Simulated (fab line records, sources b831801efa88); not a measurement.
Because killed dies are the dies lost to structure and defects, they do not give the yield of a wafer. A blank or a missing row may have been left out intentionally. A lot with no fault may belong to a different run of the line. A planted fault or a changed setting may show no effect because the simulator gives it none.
Problem report in the 8D (eight disciplines) form, filled by code    flow gf180mcu    the parts of the form that need people (team, actions taken, sign-off) are left out

1. WHAT IS WRONG
Mean HV_LDD_TW at GF_HV_LDD_TW_MEAS_11: 2317 over 9 wafers in 3 lots; fault-free wafers: 2415, standard deviation 18. That is -5.4 standard deviations from the usual mean.
First observed at day 11 05:22: wafer L236.3, on film_metro-03. At this step, 36 wafers from 12 lots have a number in the record. By rule, "out" or "out of limits" means more than 4 standard deviations away from the usual mean. The other wafers with a number count as sound.

2. WHAT IT IS; WHAT IT IS NOT
question                     is                            is not
which readings at this step  HV_LDD_TW                     -
which lots                   L236, L238, L240              L234, L241, L244, L247, L249, L250, L251, L252, L253
which wafers of those lots   all that have a number        -
read on which gauges         film_metro-01, film_metro-03  film_metro-02
when                         from day 11 05:22             up to then (3 sound wafers); but 24 sound wafers of L241, L244, L247, L249, L250, L251, L252, L253 came after

3. WHAT RULES OUT EACH SUSPECT
Counting: a tool stays on the suspect list if, at a process step up to the reading, it processed all lots that are out and no sound lot following the first of them.
- the gauge at GF_HV_LDD_TW_MEAS_11 is ruled out. 2 gauges (film_metro-01, film_metro-03) read the wafers that are out.
- implanter-01 at GF_HV_LDD_IMPLANT_09: ruled out as a lasting fault. Sound lots L247, L250, L252, L253 ran on it after its first lot that is out, L236 (day 11 05:08).
Left after counting: nothing in the record.

4. THE CAUSE (what the simulator had put in)
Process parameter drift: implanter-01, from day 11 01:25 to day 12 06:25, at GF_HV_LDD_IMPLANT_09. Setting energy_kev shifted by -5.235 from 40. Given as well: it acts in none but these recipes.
Counting ruled it out, wrongly: the rule takes a fault to strike every lot that its tool runs from its start on, and this one did not.

5. THE CHAIN OF EFFECTS, in route order
Each row: a reading whose mean over the struck wafers that have a number lies more than 3 standard deviations from the usual. Only readings whose record carries a usual standard deviation are examined. hours: median over the lots of the time between each lot's start at the first step of this table that gives one and its start at this step. sigmas: the change, counted in usual standard deviations.
hours  step                  reading          usual         on struck wafers  change  sigmas
0      GF_HV_LDD_IMPLANT_09  beam_energy_keV  39.999        34.771            -5.228  -99 or more
0      GF_HV_LDD_TW_MEAS_11  HV_LDD_TW        2415          2317              -98     -5.4
58     GF_HV_LDD_RS_MEAS_53  HV_LDD_RS        418.2 ohm/sq  421.7             +3.5    +3.8
The process steps in it:
- GF_HV_LDD_IMPLANT_09

6. HOW IT WOULD HAVE BEEN CAUGHT EARLIER
The first out-of-limits reading at a measuring or inspecting step in this record came at day 11 05:22, 4 hours after the fault's start at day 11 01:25.
Tool's own readings at GF_HV_LDD_IMPLANT_09, beam_energy_keV: out on all struck wafers the step has rows for; an alarm limit on them would have tripped on the first.
